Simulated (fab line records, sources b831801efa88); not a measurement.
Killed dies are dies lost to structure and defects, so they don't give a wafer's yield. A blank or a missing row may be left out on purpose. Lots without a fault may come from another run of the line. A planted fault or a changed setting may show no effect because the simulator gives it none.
Which tool did it? | flow sfq_line | 13 lots, 38 wafers sampled, at 1 step of a route of 325

WHAT THE GAUGES READ, wafer by wafer
The record holds no reading of a measuring or inspecting step that can be judged against a usual standard deviation.

WHICH TOOL RAN EACH LOT (tool, then ch and the chambers of the sampled wafers, then the start)
lot  | SFQ_TRILAYER_M5_BARC_OPEN_METAL_ETCH_161
L227 | rie_metal-03 ch 0, day 49 11:34
L228 | rie_metal-02 ch 0,1, day 49 12:42
L231 | rie_metal-04 ch 0,1, day 52 20:38
L232 | rie_metal-02 ch 0,1, day 52 21:51
L234 | rie_metal-04 ch 0,1, day 53 00:13
L238 | rie_metal-02 ch 0,1, day 54 08:20
L239 | rie_metal-03 ch 0,1, day 54 23:04
L241 | rie_metal-03 ch 0,1, day 55 15:53
L243 | rie_metal-04 ch 0,1, day 57 16:54
L244 | rie_metal-02 ch 0,1, day 57 19:18
L246 | rie_metal-02 ch 0,1, day 58 08:31
L247 | rie_metal-02 ch 0,1, day 64 02:52
L248 | rie_metal-03 ch 0, day 64 06:28
- SFQ_TRILAYER_M5_BARC_OPEN_METAL_ETCH_161: etches BARC in O2, target depth 125 nm, time 41.7 s.

WHAT THE TOOLS THEMSELVES READ (means of the sampled wafers that have a number; where no wafer has one, the mark that the record gives instead)
SFQ_TRILAYER_M5_BARC_OPEN_METAL_ETCH_161. Usual: drypump_motor_current_A 5.6 A, standard deviation 0.4; oes_product_au 0.685 a.u., standard deviation 0.005; run_length_s 70.6 s, standard deviation 0.79.
lot  | tool         | drypump_motor_current_A (A) | oes_product_au (a.u.) | run_length_s (s) | flag
L227 | rie_metal-03 | 6.2                         | 0.685                 | 70.7             |
L228 | rie_metal-02 | 5.6                         | 0.690                 | 70.0             |
L231 | rie_metal-04 | 5.6                         | 0.684                 | 70.4             |
L232 | rie_metal-02 | 5.7                         | 0.675                 | 73.9             | OFF
L234 | rie_metal-04 | 5.7                         | 0.685                 | 70.4             |
L238 | rie_metal-02 | 5.7                         | 0.684                 | 70.0             |
L239 | rie_metal-03 | 5.7                         | 0.682                 | 70.5             |
L241 | rie_metal-03 | 5.2                         | 0.688                 | 70.3             |
L243 | rie_metal-04 | 5.6                         | 0.691                 | 70.4             |
L244 | rie_metal-02 | 5.7                         | 0.682                 | 70.3             |
L246 | rie_metal-02 | 5.7                         | 0.689                 | 70.1             |
L247 | rie_metal-02 | 5.7                         | 0.686                 | 70.1             |
L248 | rie_metal-03 | 6.1                         | 0.686                 | 70.7             |

THE ANSWER, worked out from the rows above alone
Rule: a lot is off if the mean of its wafers that have a number lies more than 3 standard deviations from the usual mean. A lot without any number at a reading at which 4 lots or more have one is off too. The other lots that the step has rows for count as sound. The gauges are gone through in route order, then the tools' own readings, and for those a lot's mean is taken as printed above. The first step at which some lot is off is used, and at that step the reading that is off furthest; a lot without a number counts as furthest.
Off: L232, at SFQ_TRILAYER_M5_BARC_OPEN_METAL_ETCH_161 (run_length_s).
A tool fits if, at that step or a process step before it, it ran every lot that is off, and no sound lot after the first of them. None of those tried fits.

WHAT THE SIMULATOR HAD PUT IN
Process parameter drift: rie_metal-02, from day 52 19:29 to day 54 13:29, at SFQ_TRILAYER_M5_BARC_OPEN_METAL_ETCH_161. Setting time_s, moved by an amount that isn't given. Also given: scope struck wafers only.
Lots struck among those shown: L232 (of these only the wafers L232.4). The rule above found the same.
